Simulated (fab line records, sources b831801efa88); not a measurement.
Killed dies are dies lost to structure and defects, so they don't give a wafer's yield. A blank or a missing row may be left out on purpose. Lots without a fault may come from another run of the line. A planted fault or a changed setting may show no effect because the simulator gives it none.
fab line records | flow sky130
record lots=11 wafers=33 last_day=50
route steps=708 shown VT_ADJUST_HVTR@141 SONOS_ONO@183 GATE_OXIDE@201 LDD_N@246 PAD_OPEN@708
lots that met no fault: from a run of the same line without faults
start_h: hours from the record's first day to the start of the lot's first wafer shown | wait_h: hours since the lot's step before | " the same as in the row above | L1.1+2: a row that stands for several wafers | - no value, or no start given | * or withheld: withheld | < > ~ a bound
route shown NAME@n: a module of which the file shows steps, and the number in the route of the first | usual: mean/standard deviation of fault-free wafers | same: alike in all rows | chamber/n: place in a boat | sites: the reading at each site | _std_site: their standard deviation | _edge_site: outer sites' mean less inner sites' | radius_mm: how far each site lies from the wafer's centre | mask NAME#n: copy n | behind: the tool/chamber that last shaped the wafer | hold: why the lot was held/for how many hours/how that ended | device: the transistor (n, p or np) that didn't switch | end of line: the same wafers' tests at the end of the route | a step without rows: its recipe alone | killed: dies lost to structure and defects at the first sort, not the wafer's yield | map: a wafer's dies, x killed, . not, _ none there
set.NAME: the setting as run; set.NAME@STEP: as run at that earlier step | model.NAME: the simulator's own value behind a step, which no gauge read
steps of the route over a sample of lots; a table a step, a row a wafer
services: from which hour (start_h, from the record's first day; less than 0 if before it) a tool's chamber was out of use, for how many hours, and why
## steps
# step SKY_VT_ADJUST_HVTR_STRIP_10
# recipe chemistry=O2/N2 power_w=1400 pressure_mtorr=1500 platen_temp_c=withheld o2_flow_sccm=3000 n2_flow_sccm=300 overash_fraction=0.5
# usual drypump_motor_current_A=5.5/0.42 oes_product_au=0.715/0.0051 strip_time_to_endpoint_s=14.18/0.036
# same overash_fraction=0.5
# columns lot.wafer tool chamber start_h wait_h drypump_motor_current_A oes_product_au rf_hours_counter_h strip_time_to_endpoint_s
L157.1 plasma_asher-03 1 219.17 0.1 5.3 0.716 54 14.22
L157.2 " 0 " " 5.5 0.721 54 14.19
L157.5 " 0 " " 5.5 0.717 - 14.20
L160.1 plasma_asher-03 1 247.22 0.1 5.3 0.711 56 14.19
L160.2 " 0 " " 5.5 0.714 56 14.22
L160.5 " 1 " " 5.3 0.708 - 14.13
L161.1 plasma_asher-01 1 250.26 0.1 5.0 0.713 13 14.23
L161.4 " 0 " " 5.5 0.720 - 14.19
L161.6 " 0 " " 5.6 0.714 - 14.22
L162.1 plasma_asher-03 1 254.08 0.1 5.3 0.707 57 14.17
L162.2 " 0 " " 5.5 0.711 57 14.20
L162.4 " 0 " " 5.5 0.723 - 14.17
L163.1 plasma_asher-04 0 260.97 0.1 5.9 0.717 44 14.17
L163.2 " 1 " " 6.2 0.716 44 14.18
L163.5 " 1 " " 6.2 0.721 - 14.20
L164.1 plasma_asher-01 0 279.86 0.1 5.5 0.715 15 14.22
L164.3 " 0 " " 5.5 0.716 - 14.19
L164.5 " 0 " " 5.5 0.708 - 14.20
L168.2 plasma_asher-01 0 298.74 0.1 5.5 0.707 17 14.17
L168.5 " 1 " " 5.0 0.715 - 14.22
L168.6 " 0 " " 5.5 0.712 - 14.19
L169.1 plasma_asher-04 0 306.44 0.1 5.8 0.719 48 14.20
L169.2 " 1 " " 6.2 0.720 48 14.23
L169.4 " 1 " " 6.2 0.715 - 14.21
L174.1 plasma_asher-04 1 345.06 0.1 6.2 0.722 53 14.18
L174.2 " 0 " " 5.8 0.716 53 14.17
L174.3 " 1 " " 6.2 0.714 - 14.17
L175.2 plasma_asher-01 0 350.51 0.1 5.5 0.721 23 14.14
L175.4 " 0 " " 5.4 0.715 - 14.10
L175.5 " 1 " " 5.0 0.714 - 14.09
L177.1 plasma_asher-04 1 363.41 0.1 6.2 0.716 55 14.17
L177.3 " 1 " " 6.2 0.715 - 14.16
L177.5 " 0 " " 5.9 0.711 - 14.18
# step SKY_SONOS_ONO_ETCH_15
# recipe target_depth_nm=19.52 chemistry=CHF3/O2 source_w=600 bias_w=200 pressure_mtorr=40 chf3_flow_sccm=50 O2_flow_sccm=5 time_s=7.8
# usual bias_w=199.9/0.62 drypump_motor_current_A=5.6/0.43 oes_product_au=0.999/0.014 throttle_valve_pct=8.823/0.0097
# columns lot.wafer tool chamber start_h wait_h bias_w drypump_motor_current_A oes_product_au rf_hours_counter_h throttle_valve_pct
L157.1 rie_diel-02 1 293.02 0.0 200.0 5.5 0.994 0 8.803
L157.2 " 0 " " 200.7 6.6 1.007 131 8.827
L157.5 " 1 " " 199.2 5.5 0.997 - 8.822
L160.1 rie_diel-03 3 327.02 0.0 199.3 6.1 1.010 25 8.820
L160.2 " 1 " " 200.1 5.1 0.992 0 8.835
L160.5 " 1 " " 200.3 5.1 0.990 - 8.825
L161.1 rie_diel-01 2 359.67 0.0 200.4 5.9 1.010 1 8.818
L161.4 " 3 " " 199.9 5.3 1.007 1 8.819
L161.6 " 3 " " 200.5 5.3 1.004 - 8.819
L163.1 rie_diel-03 3 360.32 0.0 199.7 6.2 1.004 25 8.822
L163.2 " 0 " " 200.4 5.6 0.987 28 8.833
L163.5 " 0 " " 200.5 5.6 0.990 - 8.823
L162.1 rie_diel-01 3 360.44 0.0 199.2 5.3 1.001 1 8.822
L162.2 " 1 " " 200.1 5.7 0.988 8 8.816
L162.4 " 0 " " 199.7 5.5 0.994 102 8.816
L164.1 rie_diel-01 0 366.97 0.0 199.4 5.5 0.986 102 8.818
L164.3 " 1 " " 201.3 5.7 0.974 9 8.813
L164.5 " 2 " " 200.8 5.9 1.003 - 8.838
L168.2 rie_diel-03 2 383.42 0.0 199.8 5.8 0.973 2 8.815
L168.5 " 2 " " 199.9 5.8 0.975 - 8.817
L168.6 " 1 " " 199.6 5.2 0.991 - 8.823
L169.1 rie_diel-02 3 395.64 0.0 200.7 5.8 0.992 5 8.818
L169.2 " 0 " " 199.8 6.6 1.006 2 8.810
L169.4 " 2 " " 200.2 4.8 1.026 6 8.828
L174.1 rie_diel-01 2 438.49 0.0 200.1 5.8 1.009 2 8.834
L174.2 " 1 " " 199.1 5.7 0.993 10 8.828
L174.3 " 3 " " 200.2 5.4 1.003 3 8.837
L175.2 rie_diel-02 0 441.69 0.0 199.7 6.6 1.005 2 8.813
L175.4 " 3 " " 199.9 5.8 0.983 6 8.837
L175.5 " 0 " " 199.9 6.6 0.998 - 8.826
L177.1 rie_diel-02 2 486.07 0.0 200.3 4.8 1.023 7 8.821
L177.3 " 3 " " 199.5 5.8 0.989 7 8.816
L177.5 " 2 " " 200.5 4.8 1.027 - 8.816
# step SKY_GATE_OXIDE_TW_MEAS_14
# usual GATE_OXIDE_TW=223.4/1.2
# columns lot.wafer tool chamber start_h wait_h GATE_OXIDE_TW
L157.1 film_metro-01 - 320.23 0.1 221.4
L157.2 " - " " 222.2
L157.5 " - " " 221.8
L160.1 film_metro-04 - 355.54 0.1 223.4
L160.2 " - " " 222.8
L160.5 " - " " 221.3
L163.1 film_metro-01 - 390.82 0.1 222.1
L163.2 " - " " 222.8
L163.5 " - " " 223.5
L161.1 film_metro-01 - 391.59 0.1 223.9
L161.4 " - " " 223.3
L161.6 " - " " 222.9
L162.1 film_metro-04 - 391.75 0.1 223.6
L162.2 " - " " 222.4
L162.4 " - " " 222.9
L164.1 film_metro-04 - 399.83 0.1 222.8
L164.3 " - " " 222.2
L164.5 " - " " 221.7
L168.2 film_metro-02 - 415.25 0.1 224.2
L168.5 " - " " 225.1
L168.6 " - " " 224.8
L169.1 film_metro-04 - 429.52 0.1 224.3
L169.2 " - " " 224.1
L169.4 " - " " 224.7
L174.1 film_metro-01 - 466.85 0.1 223.5
L174.2 " - " " 221.9
L174.3 " - " " 223.7
L175.2 film_metro-04 - 472.44 0.1 222.3
L175.4 " - " " 222.8
L175.5 " - " " 223.1
L177.1 film_metro-02 - 519.45 0.1 224.9
L177.3 " - " " 225.5
L177.5 " - " " 226.6
# step SKY_LDD_N_IMPLANT_09
# recipe species=As energy_kev=20 dose_cm2=7.5e+13 tilt_deg=withheld rotation_deg=113
# usual dose_ions_cm2=7.498e+13/7.9e+10 faraday_current_uA=423/8.3
# same implant_ion_amu=75
# columns lot.wafer tool chamber start_h wait_h dose_ions_cm2 faraday_current_uA
L157.1 implanter-04 0 410.52 0.1 7.484e+13 437
L157.2 " 0 " " 7.493e+13 421
L157.5 " 0 " " 7.492e+13 427
L160.1 implanter-03 0 449.95 0.1 7.494e+13 420
L160.2 " 0 " " 7.51e+13 432
L160.5 " 0 " " 7.494e+13 419
L163.1 implanter-01 0 521.15 0.1 7.487e+13 419
L163.2 " 0 " " 7.497e+13 414
L163.5 " 0 " " 7.495e+13 423
L161.1 implanter-04 0 521.45 0.1 7.505e+13 438
L161.4 " 0 " " 7.505e+13 426
L161.6 " 0 " " 7.496e+13 416
L162.1 implanter-01 0 522.35 0.1 7.505e+13 416
L162.2 " 0 " " 7.515e+13 425
L162.4 " 0 " " 7.497e+13 423
L168.2 implanter-01 0 523.57 0.1 4.284e+13 238
L168.5 " 0 " " 4.289e+13 240
L168.6 " 0 " " 4.28e+13 238
L164.1 implanter-04 0 523.85 0.1 7.505e+13 428
L164.3 " 0 " " 7.51e+13 422
L164.5 " 0 " " 7.493e+13 429
L169.1 implanter-01 0 525.97 0.1 4.286e+13 238
L169.2 " 0 " " 4.268e+13 243
L169.4 " 0 " " 4.287e+13 238
L174.1 implanter-04 0 565.20 0.1 7.498e+13 429
L174.2 " 0 " " 7.501e+13 433
L174.3 " 0 " " 7.502e+13 420
L175.2 implanter-04 0 568.92 0.1 7.508e+13 421
L175.4 " 0 " " 7.507e+13 434
L175.5 " 0 " " 7.503e+13 419
L177.1 implanter-03 0 615.85 0.1 7.489e+13 406
L177.3 " 0 " " 7.498e+13 419
L177.5 " 0 " " 7.494e+13 427
# step SKY_LDD_N_STRIP_16
# recipe chemistry=O2/N2 power_w=1400 pressure_mtorr=1500 platen_temp_c=withheld o2_flow_sccm=3000 n2_flow_sccm=300 overash_fraction=0.5
# usual drypump_motor_current_A=5.27/0.26 oes_product_au=0.407/0.0047 strip_time_to_endpoint_s=4.314/0.014
# same overash_fraction=0.5
# columns lot.wafer tool chamber start_h wait_h drypump_motor_current_A oes_product_au rf_hours_counter_h strip_time_to_endpoint_s
L157.1 plasma_asher-01 0 411.57 0.1 5.51 0.412 30 4.331
L157.2 " 1 " " 4.98 0.401 30 4.318
L157.5 " 1 " " 4.98 0.410 - 4.300
L160.1 plasma_asher-01 1 451.00 0.1 4.97 0.405 36 4.302
L160.2 " 0 " " 5.52 0.408 36 4.315
L160.5 " 0 " " 5.51 0.409 - 4.312
L163.1 plasma_asher-03 1 522.20 0.1 5.26 0.413 73 4.307
L163.2 " 0 " " 5.51 0.404 73 4.313
L163.5 " 1 " " 5.26 0.404 - 4.312
L161.1 plasma_asher-01 0 522.50 0.1 5.55 0.411 43 4.304
L161.4 " 0 " " 5.51 0.401 - 4.310
L161.6 " 1 " " 5.01 0.405 - 4.317
L162.1 plasma_asher-01 0 523.40 0.1 5.49 0.409 43 4.313
L162.2 " 1 " " 4.96 0.406 43 4.335
L162.4 " 1 " " 4.97 0.404 - 4.309
L168.2 plasma_asher-01 0 524.60 0.1 5.50 0.408 43 4.227
L168.5 " 0 " " 5.52 0.410 - 4.224
L168.6 " 1 " " 4.99 0.400 - 4.226
L164.1 plasma_asher-01 1 524.90 0.1 4.98 0.416 44 4.336
L164.3 " 0 " " 5.52 0.399 - 4.329
L164.5 " 0 " " 5.53 0.406 - 4.335
L169.1 plasma_asher-02 0 527.02 0.1 5.51 0.407 11 4.234
L169.2 " 1 " " 4.90 0.393 11 4.231
L169.4 " 1 " " 4.92 0.403 - 4.227
L174.1 plasma_asher-02 1 566.25 0.1 4.95 0.403 16 4.299
L174.2 " 0 " " 5.51 0.409 16 4.320
L174.3 " 0 " " 5.51 0.402 - 4.329
L175.2 plasma_asher-02 1 569.95 0.1 4.94 0.402 16 4.322
L175.4 " 0 " " 5.51 0.405 - 4.275
L175.5 " 0 " " 5.52 0.407 - 4.303
L177.1 plasma_asher-02 1 616.90 0.1 4.94 0.403 21 4.307
L177.3 " 0 " " 5.49 0.404 - 4.317
L177.5 " 0 " " 5.50 0.404 - 4.315
# step SKY_LDD_N_TW_MEAS_17
# usual LDD_N_TW=2584/19
# columns lot.wafer tool chamber start_h wait_h hold LDD_N_TW
L157.1 film_metro-02 - 411.67 0.1 - 2589
L157.2 " - " " - 2591
L157.5 " - " " - 2591
L160.1 film_metro-02 - 451.10 0.1 - 2601
L160.2 " - " " - 2587
L160.5 " - " " - 2599
L163.1 film_metro-02 - 522.30 0.1 - 2595
L163.2 " - " " - 2583
L163.5 " - " " - 2600
L161.1 film_metro-02 - 522.60 0.1 - 2578
L161.4 " - " " - 2597
L161.6 " - " " - 2588
L162.1 film_metro-03 - 523.50 0.1 - 2591
L162.2 " - " " - 2616
L162.4 " - " " - 2582
L168.2 film_metro-03 - 524.71 0.1 - 2557
L168.5 " - " " - 2537
L168.6 " - " " - 2561
L164.1 film_metro-01 - 525.00 0.1 - 2566
L164.3 " - " " - 2579
L164.5 " - " " - 2568
L169.1 film_metro-01 - 527.12 0.1 await_dispo/0.2h/release 2515
L169.2 " - " " await_dispo/0.2h/release 2509
L169.4 " - " " await_dispo/0.2h/release 2509
L169.1 film_metro-01 - 527.35 0.2 - 2510
L169.2 " - " " - 2508
L169.4 " - " " - 2508
L174.1 film_metro-03 - 566.35 0.1 - 2599
L174.2 " - " " - 2604
L174.3 " - " " - 2605
L175.2 film_metro-03 - 570.06 0.1 - 2604
L175.4 " - " " - 2602
L175.5 " - " " - 2587
L177.1 film_metro-01 - 617.00 0.1 - 2574
L177.3 " - " " - 2571
L177.5 " - " " - 2577
# step SKY_PAD_OPEN_PROBE_99
# usual killed_at_M0_to_M3=43/7.3 killed_at_M4_up=3.5/2.2 killed_at_contacts=24/5.3 killed_at_front_end=15/4.2 killed_at_other=0.3/0.67 killed_dies=86/9.8 killed_open=47/7.2 killed_short=39/6.5
# same gross_dies=492 killed_at_back_side=0
# columns lot.wafer tool chamber start_h wait_h killed_at_M0_to_M3 killed_at_M4_up killed_at_contacts killed_at_front_end killed_at_other killed_dies killed_open killed_short
L163.1 prober-02 - 1150.50 0.1 46 2 27 17 1 93 56 37
L163.2 prober-02 - 1150.55 0.1 24 4 25 19 0 72 41 31
L163.5 prober-02 - 1150.70 0.2 43 4 26 15 0 88 47 41
L164.1 prober-01 - 1158.61 0.1 41 6 27 20 2 96 47 49
L164.3 prober-01 - 1158.71 0.2 37 6 34 12 0 89 55 34
L164.5 prober-01 - 1158.81 0.2 39 6 26 7 1 79 48 31
# killed by level:class
L163.1 VIA1:geometric_particle:open=13 VIA3:geometric_particle:open=10 CONTACT:geometric_particle:open=9 CONTACT:geometric_particle:short=7 FIELD_ISO:geometric_particle:open=6 FIELD_ISO:geometric_particle:short=6 LI_CONTACT:geometric_particle:open=6 METAL2:geometric_particle:short=5
L163.2 CONTACT:geometric_particle:open=10 LI_CONTACT:geometric_particle:open=8 FIELD_ISO:geometric_particle:short=7 FIELD_ISO:geometric_particle:open=5 POLY_GATE:geometric_particle:open=4 LOCAL_INTERCONNECT:geometric_particle:short=3 METAL1:geometric_particle:short=3 VIA1:geometric_particle:open=3
L163.5 VIA1:geometric_particle:open=13 CONTACT:geometric_particle:open=11 FIELD_ISO:geometric_particle:short=7 LI_CONTACT:geometric_particle:open=7 VIA2:geometric_particle:open=6 METAL2:geometric_particle:short=5 VIA3:geometric_particle:open=5 FIELD_ISO:geometric_particle:open=4
L164.1 LOCAL_INTERCONNECT:geometric_particle:short=9 METAL1:geometric_particle:short=9 VIA1:geometric_particle:open=9 VIA2:geometric_particle:open=8 POLY_GATE:geometric_particle:short=7 FIELD_ISO:geometric_particle:open=6 LI_CONTACT:geometric_particle:short=5 LI_CONTACT:geometric_particle:open=5
L164.3 VIA1:geometric_particle:open=14 LI_CONTACT:geometric_particle:open=11 CONTACT:geometric_particle:open=10 LOCAL_INTERCONNECT:geometric_particle:short=6 METAL1:geometric_particle:short=5 VIA2:geometric_particle:open=5 POLY_GATE:geometric_particle:open=4 CONTACT:geometric_particle:short=4
L164.5 LI_CONTACT:geometric_particle:open=11 VIA1:geometric_particle:open=10 CONTACT:geometric_particle:open=8 METAL1:geometric_particle:short=6 VIA2:geometric_particle:open=6 METAL2:geometric_particle:short=4 FIELD_ISO:geometric_particle:open=3 LI_CONTACT:geometric_particle:short=3
## services
# columns tool chamber start_h hours kind
plasma_asher-04 - 196.44 2.8 pm
implanter-04 - 213.88 3.0 repair
rie_diel-01 - 217.02 11.9 repair
rie_diel-02 3 228.27 6.7 repair
implanter-01 - 237.08 1.0 repair
plasma_asher-01 - 251.18 9.3 repair
rie_diel-02 2 264.19 19.3 repair
rie_diel-02 0 296.90 9.3 repair
plasma_asher-02 - 305.27 8.1 repair
implanter-01 - 319.96 1.4 repair
plasma_asher-03 - 321.34 79.3 repair
implanter-04 - 325.08 1.8 pm
implanter-01 - 346.67 1.7 pm
implanter-01 - 354.61 4.1 repair
implanter-01 - 369.64 9.2 repair
plasma_asher-02 - 372.68 1.0 repair
rie_diel-01 3 377.78 2.5 repair
plasma_asher-03 - 386.16 2.4 repair
plasma_asher-03 - 412.70 9.3 repair
implanter-04 - 457.13 2.2 repair
implanter-04 - 489.83 14.7 pm
plasma_asher-01 - 550.72 28.1 pm
implanter-04 - 577.77 3.9 repair
plasma_asher-01 - 592.95 2.8 pm
## key
first_sign step=SKY_LDD_N_IMPLANT_09 reading=dose_ions_cm2 direction=down sigmas=99+ usual=* struck=*
effect step=SKY_LDD_N_IMPLANT_09 reading=faraday_current_uA direction=down sigmas=22 usual=423 struck=239
effect step=SKY_LDD_N_STRIP_16 reading=strip_time_to_endpoint_s direction=down sigmas=6.3 usual=* struck=*
effect step=SKY_LDD_N_TW_MEAS_17 reading=visit direction=added
met_at SKY_LDD_N_IMPLANT_09
struck_lots L168,L169
tester_left_out L168,L169
not_acting_at SKY_VT_ADJUST_HVTR_STRIP_10,SKY_SONOS_ONO_ETCH_15,SKY_GATE_OXIDE_TW_MEAS_14
onset_between 522.35 523.57
fault kind=process_parameter_drift tool=implanter-01 chamber=- onset_h=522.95 steps=SKY_LDD_N_IMPLANT_09 channel=dose_cm2 offset=* shape=step end_h=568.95 acts_in=* stated=*
# tester_left_out: of these lots the tester's yield and bins aren't shown, on N5 and GAA mostly nor the transistor test; their killed dies are dies lost to structure and defects alone, not to doping, threshold or leakage, so they don't give the yield
